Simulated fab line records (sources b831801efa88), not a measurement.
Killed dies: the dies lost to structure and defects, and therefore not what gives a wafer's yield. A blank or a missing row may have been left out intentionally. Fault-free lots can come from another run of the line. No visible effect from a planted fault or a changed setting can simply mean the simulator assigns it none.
Which of the tools did it? ; flow gf180mcu ; 21 wafers from 7 lots sampled at 2 of the route's 602 steps

## WHAT THE GAUGES SHOWED, per wafer
GF_V1_CD_MEAS_14: the cd target is 260 nm.
lot;measured;on;cd-nm (nm)
L225;day 18 21:33;cd-sem-01;259.8 261.0 260.3
L227;day 19 17:52;cd-sem-02;258.5 259.1 259.7
L229;day 20 19:44;cd-sem-01;258.4 257.4 258.4
L231;day 21 12:59;cd-sem-01;260.3 261.3 261.8
L234;day 22 13:27;cd-sem-01;232.5 232.8 231.7
L242;day 25 06:36;cd-sem-01;260.2 258.3 260.0
L245;day 26 00:28;cd-sem-02;260.3 259.9 260.4

## TOOL THAT RAN EACH LOT (tool first, then ch and the chambers of the sampled wafers, then the start)
lot;GF_V1_SOFTBAKE_10
L225;litho-track-02 ch 0, day 18 09:00
L227;litho-track-03 ch 0, day 19 05:00
L229;litho-track-04 ch 0, day 20 07:00
L231;litho-track-03 ch 0, day 21 00:00
L234;litho-track-03 ch 0, day 22 01:00
L242;litho-track-04 ch 0, day 24 19:00
L245;litho-track-02 ch 0, day 25 14:00
- GF_V1_SOFTBAKE_10: time 60 s.

## THE ANSWER, worked out from the rows above alone
Rule: the lots themselves supply what counts as usual. The widest of any qualifying gaps counts: lots, ordered by their means at a reading, are off when they make up no more than a third of the lots, leave a main group of 4 or more, and stand apart from it by 3 or more times the standard deviation of that group's means. A main group whose means are all the same, to the digits that the tables above print for the reading, isn't used. A lot without any number at a reading at which 4 lots or more have one is off too. Any other lot the step has rows for is counted as sound.
Off at GF_V1_CD_MEAS_14 (cd-nm): L234. The main group has a mean of 259.7 nm with a standard deviation of 0.98.
A tool fits if, at a process step before that reading, it ran every lot that is off, and no sound lot after the first of them. Gauges at GF_V1_CD_MEAS_14: tried the same way as those tools. One candidate fits, namely litho-track-03 at GF_V1_SOFTBAKE_10. Its last sound lot is L231 (day 21 00:00), its first lot that is off L234 (day 22 01:00): a fault that began between those two fits.

## WHAT THE SIMULATOR HAD INSERTED
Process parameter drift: litho-track-03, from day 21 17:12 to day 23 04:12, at GF_V1_SOFTBAKE_10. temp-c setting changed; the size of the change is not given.
Shown lots that were struck: L234. The same result came from the rule above.
